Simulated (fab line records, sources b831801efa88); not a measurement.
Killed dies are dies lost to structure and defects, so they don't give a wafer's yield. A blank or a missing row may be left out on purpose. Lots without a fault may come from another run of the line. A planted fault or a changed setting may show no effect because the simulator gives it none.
A struck lot beside a sound one | flow gf180mcu | 12 steps out of a route of 602
Sound: wafers L513.2, L513.5, L513.6. Struck: wafers L517.2, L517.5, L517.6. The cause comes at the end.
At each step with rows: each side's tool, then ch and its chambers, then its first start. Under that, the readings that differ: sound wafers | struck wafers | difference of the means | sigmas: that difference in standard deviations of wafers without a fault.
alike: readings whose means differ by less than 2 such deviations, and words and numbers that are the same on both sides. not compared: withheld readings, readings that some wafer has no value for, bounds like >300 that may hide the same value, and numbers for which the record gives no deviation and whose values overlap.
The two part at a step that has a row with sigmas, a row that says differs or no value, or rows on one side only. Numbers that don't overlap but have no deviation are shown without sigmas and don't part them. A reading that every wafer of one side lacks parts them only if that side has two wafers or more.

GF_STI_BOW_MEAS_00:
  sound on film_metro-02, day 4 08:01; struck on film_metro-04, day 5 04:01
  alike: INCOMING_BOW
then, 1 step without rows for these wafers: GF_STI_OXIDATION_01 (stabilise 600 s, purge 300 s, target thk 10 nm).
GF_STI_THK_MEAS_02:
  sound on film_metro-04, day 4 09:58; struck on film_metro-03, day 5 05:31
  reading                | sound             | struck         | difference | sigmas
  STI_OXIDATION_THK (nm) | 10.07 10.18 10.13 | 9.74 9.74 9.76 | -0.38      | -2
then, 1 step without rows for these wafers: GF_STI_CVD_03 (deposits Si3N4 from DCS/NH3, target thk 207.16 nm, time 3551 s).
GF_STI_THK_MEAS_04:
  sound on film_metro-03, day 4 12:01; struck on film_metro-03, day 5 07:34
  alike: STI_CVD_03_THK
then, 5 steps without rows for these wafers: GF_STI_DEHYDRATE_05 (time 60 s); GF_STI_HMDS_06 (prime time 60 s); GF_STI_COAT_07 (resist thk 700 nm); GF_STI_SOFTBAKE_08 (time 60 s); GF_STI_EXPOSE_09 (exposes mask COMP, target cd 220 nm).
GF_STI_PEB_10: peb time 90 s.
  sound on litho_track-01 ch 0, day 5 01:29; struck on litho_track-01, day 5 21:38
  no value came back on the struck wafers for any of 5 readings (chill_plate_temp_C (C), exhaust_pa (Pa) and others); on the sound wafers chill_plate_temp_C (C) reads 23.01 22.95 22.88
then, 1 step without rows for these wafers: GF_STI_DEVELOP_11 (develop time 60 s).

WHERE THEY PART
First at GF_STI_THK_MEAS_02; last, within this record, at GF_STI_PEB_10.

WHY: what the simulator had put in
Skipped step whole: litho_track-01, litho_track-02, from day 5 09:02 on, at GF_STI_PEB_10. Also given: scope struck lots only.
